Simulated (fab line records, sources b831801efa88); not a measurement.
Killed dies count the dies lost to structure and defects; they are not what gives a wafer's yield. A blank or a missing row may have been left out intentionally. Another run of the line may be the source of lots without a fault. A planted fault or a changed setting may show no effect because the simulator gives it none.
Which tool did it? -- flow sky130 -- 8 lots with 24 wafers sampled at 3 steps, on a route of 708 steps

== WHAT THE GAUGES SHOWED, per wafer ==
SKY_VIA3_RS_MEAS_22: measures by four-point-probe.
lot,measured,on,VIA3_W_RS (ohm/sq)
L158,day 40 00:22,film-metro-02,0.296 0.304 0.297
L160,day 41 02:01,film-metro-01,0.290 0.289 0.296
L165,day 42 08:08,film-metro-02,0.294 0.294 0.293
L167,day 42 19:17,film-metro-02,0.293 0.292 0.293
L169,day 43 10:59,film-metro-01,0.301 0.299 0.299
L172,day 44 01:41,film-metro-01,0.292 0.297 0.292
L178,day 45 20:05,film-metro-03,0.301 0.297 0.296
L179,day 46 01:52,film-metro-02,0.298 0.296 0.297

== EACH LOT AND THE TOOL THAT RAN IT (in order: tool; ch and the chambers of the sampled wafers; start) ==
lot,SKY_CAPM_SPUTTER_02,SKY_VIA3_CVD_21
L158,"pvd-sputter-04, day 36 17:28","cvd-w-01 ch 1, day 40 00:14"
L160,"pvd-sputter-04, day 37 19:49","cvd-w-01 ch 0,1, day 41 01:53"
L165,"pvd-sputter-03, day 39 03:31","cvd-w-02 ch 0,1, day 42 08:01"
L167,"pvd-sputter-04, day 39 16:01","cvd-w-01 ch 0,1, day 42 19:10"
L169,"pvd-sputter-01, day 40 09:16","cvd-w-02 ch 0,1, day 43 10:51"
L172,"pvd-sputter-04, day 41 00:16","cvd-w-01 ch 0,1, day 44 01:34"
L178,"pvd-sputter-04, day 42 23:23","cvd-w-01 ch 0,1, day 45 19:58"
L179,"pvd-sputter-03, day 43 05:35","cvd-w-02 ch 1, day 46 01:43"
- SKY_CAPM_SPUTTER_02: material TiN, target thk 200 nm, time 166.7 s.
- SKY_VIA3_CVD_21: deposits W, target thk 390 nm, time 117.31 s.

== THE ANSWER, worked out from the rows above alone ==
Rule: the lots themselves supply what counts as usual. Put in order of their means at a reading, lots are off if they are a third of the lots or fewer, leave a main group of 4 or more, and stand apart from it by a gap of 3 or more times the standard deviation of the main group's means; of several such gaps the widest counts. A main group whose means are all the same, to the digits that the tables above print for the reading, isn't used. Also off: a lot with no number at a reading for which 4 or more lots have one. Where the step has rows for the other lots, those lots are counted as sound.
No lot is off at any reading shown: from this, nothing can be told.

== WHAT WAS PUT IN BY THE SIMULATOR ==
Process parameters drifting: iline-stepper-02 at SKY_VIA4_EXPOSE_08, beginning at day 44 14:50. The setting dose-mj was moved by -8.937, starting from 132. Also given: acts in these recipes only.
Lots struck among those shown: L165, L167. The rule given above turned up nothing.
